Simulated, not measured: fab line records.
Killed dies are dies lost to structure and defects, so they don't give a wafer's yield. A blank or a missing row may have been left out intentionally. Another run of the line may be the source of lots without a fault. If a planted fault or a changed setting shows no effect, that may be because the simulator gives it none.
Which tool did it? || flow sky130 || 6 lots, 18 wafers sampled, at 3 steps of a route of 708

== WHAT EACH GAUGE READ, for each wafer ==
SKY_METAL3_OVL_MEAS_14.
{"lot": "L289", "measured": "day 39 10:45", "on": "overlay-01", "METAL3_OVL (nm)": "8 4 2"}
{"lot": "L291", "measured": "day 39 15:17", "on": "overlay-01", "METAL3_OVL (nm)": "2 7 0"}
{"lot": "L293", "measured": "day 40 18:23", "on": "overlay-01", "METAL3_OVL (nm)": "5 8 11"}
{"lot": "L295", "measured": "day 40 20:36", "on": "overlay-01", "METAL3_OVL (nm)": "-3 -3 5"}
{"lot": "L297", "measured": "day 41 10:56", "on": "overlay-02", "METAL3_OVL (nm)": "7 2 4"}
{"lot": "L303", "measured": "day 43 13:11", "on": "overlay-01", "METAL3_OVL (nm)": "-4 0 4"}

== WHAT TOOL EACH LOT RAN ON (gives the tool, then ch and the chambers of the sampled wafers, and finally the start) ==
{"lot": "L289", "SKY_FIELD_ISO_ETCH_17": "rie si-02 ch 1,2,3, day 2 20:14", "SKY_METAL3_SPUTTER_01": "pvd sputter-01, day 37 08:45"}
{"lot": "L291", "SKY_FIELD_ISO_ETCH_17": "rie si-01 ch 1,2,3, day 3 07:17", "SKY_METAL3_SPUTTER_01": "pvd sputter-03, day 37 12:14"}
{"lot": "L293", "SKY_FIELD_ISO_ETCH_17": "rie si-02 ch 0,2, day 3 17:20", "SKY_METAL3_SPUTTER_01": "pvd sputter-02, day 38 16:43"}
{"lot": "L295", "SKY_FIELD_ISO_ETCH_17": "rie si-01 ch 0,1,3, day 4 05:06", "SKY_METAL3_SPUTTER_01": "pvd sputter-02, day 38 19:16"}
{"lot": "L297", "SKY_FIELD_ISO_ETCH_17": "rie si-02 ch 1,2,3, day 4 13:53", "SKY_METAL3_SPUTTER_01": "pvd sputter-02, day 39 10:34"}
{"lot": "L303", "SKY_FIELD_ISO_ETCH_17": "rie si-01 ch 0,2, day 5 22:39", "SKY_METAL3_SPUTTER_01": "pvd sputter-02, day 41 12:55"}
- SKY_FIELD_ISO_ETCH_17: etches Si in HBr/Cl2/O2, target depth 342 nm, time 97.7 s.
- SKY_METAL3_SPUTTER_01: material TiN, target thk 20 nm, time 16.7 s.

== THE ANSWER, worked out from the rows above alone ==
Rule: the lots themselves supply what counts as usual. Put in order of their means at a reading, lots are off if they are a third of the lots or fewer, leave a main group of 4 or more, and stand apart from it by a gap of 3 or more times the standard deviation of the main group's means; of several such gaps the widest counts. The tables above print the reading to a certain number of digits; a main group whose means all agree to those digits is not used. A lot without any number at a reading at which 4 lots or more have one is off too. Where the step has rows for the other lots, those lots are counted as sound.
None of the lots is off at any reading shown; this tells nothing.

== WHAT THE SIMULATOR HAD PUT IN ==
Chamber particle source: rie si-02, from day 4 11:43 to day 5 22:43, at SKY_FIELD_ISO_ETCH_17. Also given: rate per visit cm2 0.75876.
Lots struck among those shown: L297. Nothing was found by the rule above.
